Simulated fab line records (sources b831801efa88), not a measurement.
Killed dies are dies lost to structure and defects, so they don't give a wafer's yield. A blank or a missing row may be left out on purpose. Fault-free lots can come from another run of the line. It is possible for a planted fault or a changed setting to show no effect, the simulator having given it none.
Which of the tools did it? | flow sky130 | 12 lots with 36 wafers sampled at 6 steps, on a route of 708 steps

== WHAT THE GAUGES READ, wafer by wafer ==
SKY_POLY_GATE_OVL_MEAS_14.
lot  | measured     | on         | POLY_GATE_OVL (nm)
L449 | day 17 19:07 | overlay-02 | -4 1 -5
L453 | day 18 02:25 | overlay-02 | 10 8 12
L454 | day 18 09:40 | overlay-02 | 1 3 1
L455 | day 18 18:28 | overlay-01 | 6 13 8
L456 | day 19 11:31 | overlay-02 | 5 6 2
L458 | day 19 21:10 | overlay-02 | 9 5 4
L461 | day 20 20:22 | overlay-01 | 2 -2 -5
L462 | day 21 21:53 | overlay-01 | 2 -1 5
L465 | day 22 07:01 | overlay-02 | 13 10 19
L466 | day 22 11:25 | overlay-02 | -4 3 -2
L467 | day 22 22:19 | overlay-01 | -2 -6 -8
L470 | day 24 20:13 | overlay-01 | 2 -9 -7

SKY_LDD_HVP_OVL_MEAS_07.
lot  | measured     | on         | LDD_HVP_OVL (nm)
L449 | day 23 01:50 | overlay-01 | 0.9 0.4 2.0
L453 | day 23 10:42 | overlay-01 | 0.0 0.5 0.0
L454 | day 23 16:04 | overlay-01 | 0.7 1.4 0.8
L455 | day 24 01:34 | overlay-01 | -0.2 -0.1 0.0
L456 | day 24 18:08 | overlay-01 | 1.2 1.2 1.0
L458 | day 25 01:39 | overlay-02 | -0.9 0.0 -0.3
L461 | day 25 23:53 | overlay-02 | -0.8 -0.2 -1.8
L462 | day 26 23:54 | overlay-01 | -1.7 -1.1 -0.8
L465 | day 27 07:27 | overlay-01 | - - -
L466 | day 27 13:47 | overlay-02 | -1.8 -0.3 -0.9
L467 | day 27 23:20 | overlay-02 | -0.2 -0.1 -0.7
L470 | day 29 20:20 | overlay-02 | -0.3 0.5 0.3

SKY_LDD_HVP_TW_MEAS_10.
lot  | measured     | on            | LDD_HVP_TW
L449 | day 23 02:08 | film_metro-03 | 454 455 455
L453 | day 23 10:59 | film_metro-02 | 452 454 452
L454 | day 23 16:22 | film_metro-02 | 451 451 452
L455 | day 24 01:52 | film_metro-04 | 449 446 449
L456 | day 24 18:25 | film_metro-02 | 452 451 451
L458 | day 25 01:56 | film_metro-02 | 448 450 452
L461 | day 26 00:10 | film_metro-03 | 455 457 456
L462 | day 27 00:11 | film_metro-03 | 453 454 454
L465 | day 27 07:44 | film_metro-03 | 30 30 30
L466 | day 27 14:05 | film_metro-02 | 451 449 449
L467 | day 27 23:38 | film_metro-02 | 450 451 451
L470 | day 29 20:37 | film_metro-02 | 452 450 448

SKY_SPACER_THK_MEAS_01.
lot  | measured     | on            | SPACER_CVD_00_THK (nm)
L449 | day 24 09:34 | film_metro-03 | 42.7 42.7 42.9
L453 | day 24 19:43 | film_metro-02 | 42.5 42.9 42.4
L454 | day 24 23:19 | film_metro-03 | 43.3 43.3 42.8
L455 | day 25 08:50 | film_metro-01 | 43.5 43.6 43.8
L456 | day 26 02:10 | film_metro-03 | 43.2 43.2 43.4
L458 | day 26 09:38 | film_metro-03 | 43.1 43.5 43.0
L461 | day 27 06:38 | film_metro-03 | 43.3 42.9 43.3
L462 | day 28 06:49 | film_metro-01 | 43.9 43.9 43.6
L465 | day 28 15:44 | film_metro-01 | 43.6 43.4 43.8
L466 | day 28 21:43 | film_metro-01 | 43.8 43.4 43.5
L467 | day 29 05:09 | film_metro-02 | 43.1 42.9 43.6
L470 | day 31 02:47 | film_metro-01 | 43.5 43.3 43.8

== WHAT TOOL EACH LOT RAN ON (gives the tool, then ch and the chambers of the sampled wafers, and finally the start) ==
lot  | SKY_VT_ADJUST_HVTR_STRIP_10          | SKY_LDD_HVP_EXPOSE_04
L449 | plasma_asher-04 ch 0,1, day 10 01:34 | iline_stepper-01 ch 0, day 22 10:56
L453 | plasma_asher-01 ch 0,1, day 10 18:55 | iline_stepper-01 ch 0, day 22 19:56
L454 | plasma_asher-03 ch 0,1, day 11 02:50 | iline_stepper-02 ch 0, day 23 01:35
L455 | plasma_asher-04 ch 0,1, day 11 08:02 | iline_stepper-02 ch 0, day 23 10:43
L456 | plasma_asher-03 ch 0,1, day 11 20:43 | iline_stepper-01 ch 0, day 24 03:38
L458 | plasma_asher-03 ch 0,1, day 12 05:53 | iline_stepper-02 ch 0, day 24 10:58
L461 | plasma_asher-04 ch 0, day 13 03:30   | iline_stepper-02 ch 0, day 25 09:43
L462 | plasma_asher-04 ch 0,1, day 13 08:38 | iline_stepper-01 ch 0, day 26 09:36
L465 | plasma_asher-03 ch 0, day 14 06:10   | iline_stepper-01 ch 0, day 26 17:50
L466 | plasma_asher-01 ch 0,1, day 14 11:19 | iline_stepper-02 ch 0, day 26 23:43
L467 | plasma_asher-04 ch 0,1, day 14 22:07 | iline_stepper-02 ch 0, day 27 08:27
L470 | plasma_asher-01 ch 0, day 16 17:49   | iline_stepper-02 ch 0, day 29 06:49
- SKY_VT_ADJUST_HVTR_STRIP_10: strips in O2/N2.
- SKY_LDD_HVP_EXPOSE_04: exposes mask HVPTM, target cd 700 nm.

== AS READ BY THE TOOLS THEMSELVES (means over the sampled wafers that have a number; for cases with no such wafer, the mark the record gives instead) ==
SKY_VT_ADJUST_HVTR_STRIP_10.
lot  | tool            | chamber_pressure_mTorr (mTorr) | drypump_motor_current_A (A) | oes_product_au (a.u.) | strip_time_to_endpoint_s (s)
L449 | plasma_asher-04 | 1499.3                         | 5.70                        | 0.713                 | 14.16
L453 | plasma_asher-01 | 1500.6                         | 6.18                        | 0.713                 | 14.12
L454 | plasma_asher-03 | 1499.2                         | 5.44                        | 0.721                 | 14.22
L455 | plasma_asher-04 | 1500.2                         | 5.81                        | 0.716                 | 14.18
L456 | plasma_asher-03 | 1500.0                         | 5.49                        | 0.718                 | 14.19
L458 | plasma_asher-03 | 1498.9                         | 5.47                        | 0.714                 | 14.13
L461 | plasma_asher-04 | 1499.7                         | 5.59                        | 0.718                 | 14.20
L462 | plasma_asher-04 | 1501.6                         | 5.81                        | 0.718                 | 14.14
L465 | plasma_asher-03 | 1500.4                         | 5.48                        | 0.717                 | 14.19
L466 | plasma_asher-01 | 1499.8                         | 6.00                        | 0.712                 | 14.24
L467 | plasma_asher-04 | 1500.5                         | 5.71                        | 0.713                 | 14.14
L470 | plasma_asher-01 | 1500.6                         | 5.84                        | 0.719                 | 14.18

== THE ANSWER, worked out from the rows above alone ==
Rule: the lots themselves supply what counts as usual. The widest of any qualifying gaps counts: lots, ordered by their means at a reading, are off when they make up no more than a third of the lots, leave a main group of 4 or more, and stand apart from it by 3 or more times the standard deviation of that group's means. Not used: any main group whose means are identical at the precision the tables above print for the reading. A lot without any number at a reading at which 4 lots or more have one is off too. All remaining lots with rows at the step are treated as sound. After the gauges, taken in route order, come the tools' own readings; for these a lot's mean is taken, as printed above. The first step at which some lot is off is used, and at that step the reading that is off furthest; a lot without a number counts as furthest.
Off: L465, seen at SKY_LDD_HVP_OVL_MEAS_07 (LDD_HVP_OVL). Without a number there: L465. Mean -0.0 nm and standard deviation 0.8 in the main group.
If a tool, at a process step before that reading, ran all the lots that are off and no sound lot after the first of them, it fits. The gauges at SKY_LDD_HVP_OVL_MEAS_07 aren't tried: what is off there is off at SKY_LDD_HVP_TW_MEAS_10 too, on other tools, and a gauge's error can't cause that. Can't be told from this: 2 tools fit, plasma_asher-03 at SKY_VT_ADJUST_HVTR_STRIP_10, iline_stepper-01 at SKY_LDD_HVP_EXPOSE_04.

== WHAT THE SIMULATOR HAD PUT IN ==
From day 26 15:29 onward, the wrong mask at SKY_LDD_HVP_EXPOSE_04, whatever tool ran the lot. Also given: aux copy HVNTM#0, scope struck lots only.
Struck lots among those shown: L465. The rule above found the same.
